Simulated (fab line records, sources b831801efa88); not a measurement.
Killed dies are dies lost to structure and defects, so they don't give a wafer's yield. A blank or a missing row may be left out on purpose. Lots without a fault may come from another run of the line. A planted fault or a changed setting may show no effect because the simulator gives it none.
A struck lot beside a sound one | flow sfq_line | 42 steps out of a route of 325
Sound: wafers L564.1, L564.3, L564.6. Struck: wafer L573.1. (L573.3, L573.4 of the same lot were not struck and are left out.) The cause comes at the end.
At each step with rows: each side's tool, then ch and its chambers, then its first start. Under that, the readings that differ: sound wafers | struck wafers | difference of the means | sigmas: that difference in standard deviations of wafers without a fault.
alike: readings whose means differ by less than 2 such deviations, and words and numbers that are the same on both sides. not compared: withheld readings, readings that some wafer has no value for, bounds like >300 that may hide the same value, and numbers for which the record gives no deviation and whose values overlap.
The two part at a step that has a row with sigmas, a row that says differs or no value, or rows on one side only. Numbers that don't overlap but have no deviation are shown without sigmas and don't part them. A reading that every wafer of one side lacks parts them only if that side has two wafers or more.

first, 6 steps without rows for these wafers: SFQ_TRILAYER_M2_LITHO_COAT_062 (resist thk 62 nm); SFQ_TRILAYER_M2_LITHO_COAT_057 (resist thk 600 nm); SFQ_TRILAYER_M2_LITHO_SOFTBAKE_061; SFQ_TRILAYER_M2_LITHO_EXPOSE_058 (exposes mask M2, target cd 500 nm); SFQ_TRILAYER_M2_LITHO_PEB_060 (peb time 60 s); SFQ_TRILAYER_M2_LITHO_DEVELOP_059 (time 60 s).
SFQ_M2_OVL_MEAS_916:
  sound on overlay-02, day 30 18:52; struck on overlay-01, day 32 21:31
  alike: M2_OVL
SFQ_TRILAYER_M2_BARC_OPEN_METAL_ETCH_077: etches BARC in O2, target depth 125 nm, time 41.7 s.
  sound on rie_metal-04 ch 0,1, day 30 18:54; struck on rie_metal-04 ch 1, day 32 21:34
  alike: drypump_motor_current_A, oes_product_au
  not compared: rf_hours_counter_h
then, 4 steps without rows for these wafers: SFQ_TRILAYER_M2_ETCH_METAL_ETCH_060 (etches Nb in Cl2/Ar, stops on SiO2, target depth 240 nm, time 120 s); SFQ_TRILAYER_M2_STRIP_STRIP_061 (strips in O2); SFQ_TRILAYER_M2_STRIP_SOLV_CLEAN_062 (cleans in NMP, time 600 s); SFQ_TRILAYER_I2_DEP_PECVD_063 (deposits SiO2 from SiH4/N2O, time 111.11 s, target thk 500 nm).
SFQ_TRILAYER_I2_CMP_CMP_064: polishes SiO2.
  sound on cmp-02 ch 0,1,2, day 33 09:08; struck on cmp-01 ch 2, day 34 14:30
  reading                                             | sound             | struck | difference | sigmas
  time_to_endpoint_s (s)                              | 207 203 222       | 276    | +65        | +8
  model.SiO2_of_TRILAYER_I2_DEP_PECVD_063.thk_nm (nm) | 198.3 198.7 199.7 | 302.2  | +103.3     |
  alike: motor_current_A
SFQ_I2_BOW_MEAS_917:
  sound on film_metro-03, day 33 11:08; struck on film_metro-02, day 34 17:30
  alike: I2_BOW
SFQ_TRILAYER_I2_METRO_MEASURE_065:
  sound on film_metro-03, day 33 11:16; struck on film_metro-02, day 34 17:37
  reading     | sound             | struck | difference | sigmas
  thk_nm (nm) | 198.4 198.8 199.7 | 302.2  | +103.2     | +86
then, 6 steps without rows for these wafers: SFQ_TRILAYER_I2_VIA_LITHO_COAT_072 (resist thk 62 nm); SFQ_TRILAYER_I2_VIA_LITHO_COAT_067 (resist thk 650 nm); SFQ_TRILAYER_I2_VIA_LITHO_SOFTBAKE_071; SFQ_TRILAYER_I2_VIA_LITHO_EXPOSE_068 (exposes mask I2, target cd 500 nm); SFQ_TRILAYER_I2_VIA_LITHO_PEB_070 (peb time 60 s); SFQ_TRILAYER_I2_VIA_LITHO_DEVELOP_069 (time 60 s).
-- the record jumps here: 6 days lie between the struck wafers' starts before and after --
SFQ_I2_OVL_MEAS_918:
  sound on overlay-01, day 33 14:43; struck on overlay-02, day 40 10:28
  alike: I2_OVL
then, 1 step without rows for these wafers: SFQ_TRILAYER_I2_VIA_BARC_OPEN_VIA_ETCH_096 (etches BARC in O2, target depth 125 nm, time 41.7 s).
SFQ_TRILAYER_I2_VIA_ETCH_VIA_ETCH_070: etches SiO2 in CHF3, stops on Nb, target depth 260 nm.
  sound on rie_diel-01 ch 0,1,2, day 33 14:47; struck on rie_diel-02 ch 2, day 40 10:33
  reading                        | sound             | struck | difference | sigmas
  oes_product_au (a.u.)          | 0.849 0.855 0.849 | 0.995  | +0.144     | +26
  model.I2.feature_depth_nm (nm) | 198.3 198.7 199.7 | 259    | +60        |
  model.etch.depth_nm (nm)       | 198.3 198.7 199.7 | 259    | +60        |
  alike: drypump_motor_current_A
SFQ_TRILAYER_I2_VIA_STRIP_STRIP_071: strips in O2.
  sound on rie_metal-01 ch 0,1, day 33 14:54; struck on rie_metal-01 ch 1, day 40 10:40
  alike: drypump_motor_current_A, oes_product_au
  not compared: rf_hours_counter_h
then, 1 step without rows for these wafers: SFQ_TRILAYER_I2_VIA_STRIP_SOLV_CLEAN_072 (cleans in NMP, time 600 s).
SFQ_TRILAYER_M3_DEP_PRE_CLEAN_074: time 22.5 s.
  sound on pvd_sputter-03, day 33 15:40; struck on pvd_sputter-06, day 40 11:37
  reading                                             | sound             | struck | difference | sigmas
  model.SiO2_of_TRILAYER_I2_DEP_PECVD_063.thk_nm (nm) | 190.8 191.2 192.2 | 294.7  | +103.3     |
  alike: bias_v
SFQ_TRILAYER_M3_DEP_SPUTTER_073: material Nb, target thk 200 nm, time 133.3 s.
  sound on pvd_sputter-03, day 33 15:42; struck on pvd_sputter-06, day 40 11:38
  reading                | sound          | struck | difference | sigmas
  throttle_valve_pct (%) | 28.9 28.6 31.0 | 32.1   | +2.6       | +3
  alike: resputter_cathode_voltage_v
SFQ_M3_RS_MEAS_919: measures by four-point-probe.
  sound on film_metro-02, day 33 15:47; struck on film_metro-02, day 40 11:44
  reading           | sound             | struck | difference | sigmas
  M3_NB_RS (ohm/sq) | 0.910 0.898 0.899 | 0.874  | -0.028     | -3
then, 6 steps without rows for these wafers: SFQ_TRILAYER_M3_LITHO_COAT_080 (resist thk 62 nm); SFQ_TRILAYER_M3_LITHO_COAT_075 (resist thk 600 nm); SFQ_TRILAYER_M3_LITHO_SOFTBAKE_079; SFQ_TRILAYER_M3_LITHO_EXPOSE_076 (exposes mask M3, target cd 500 nm); SFQ_TRILAYER_M3_LITHO_PEB_078 (peb time 60 s); SFQ_TRILAYER_M3_LITHO_DEVELOP_077 (time 60 s).
-- the record jumps here: 6 days lie between the struck wafers' starts before and after --
SFQ_M3_OVL_MEAS_921:
  sound on overlay-02, day 33 18:13; struck on overlay-01, day 46 09:34
  alike: M3_OVL
SFQ_TRILAYER_M3_BARC_OPEN_METAL_ETCH_100: etches BARC in O2, target depth 125 nm, time 41.7 s.
  sound on rie_metal-02 ch 0, day 33 18:16; struck on rie_metal-01 ch 0, day 46 09:36
  alike: drypump_motor_current_A, oes_product_au
  not compared: rf_hours_counter_h
SFQ_TRILAYER_M3_ETCH_METAL_ETCH_078: etches Nb in Cl2/Ar, stops on SiO2, target depth 240 nm, time 120 s.
  sound on rie_metal-02 ch 0, day 33 18:19; struck on rie_metal-01 ch 0, day 46 09:41
  reading               | sound             | struck | difference | sigmas
  oes_product_au (a.u.) | 0.879 0.885 0.882 | 0.898  | +0.016     | +2
  alike: drypump_motor_current_A
  not compared: rf_hours_counter_h
then, 3 steps without rows for these wafers: SFQ_TRILAYER_M3_STRIP_STRIP_079 (strips in O2); SFQ_TRILAYER_M3_STRIP_SOLV_CLEAN_080 (cleans in NMP, time 600 s); SFQ_TRILAYER_I3_DEP_PECVD_081 (deposits SiO2 from SiH4/N2O, time 111.11 s, target thk 500 nm).
-- the record jumps here: 39 days lie between the struck wafers' starts before and after --
SFQ_M8_BOW_MEAS_951:
  sound on film_metro-02, day 77 17:55; struck on film_metro-01, day 85 20:44
  reading                 | sound             | struck | difference | sigmas
  model.etest.i2.link_ohm | 1.996 1.982 1.988 | 1e+06  | +1e+06     |
  alike: M8_BOW

WHERE THEY PART
First at SFQ_TRILAYER_I2_CMP_CMP_064; last, within this record, at SFQ_TRILAYER_M3_ETCH_METAL_ETCH_078. Later steps at which nothing parts them and some readings are alike: SFQ_M8_BOW_MEAS_951.

WHY: what the simulator had put in
Process parameter drift: cmp-01, from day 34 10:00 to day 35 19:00, at SFQ_TRILAYER_I2_CMP_CMP_064. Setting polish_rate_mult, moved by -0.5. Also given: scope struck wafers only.
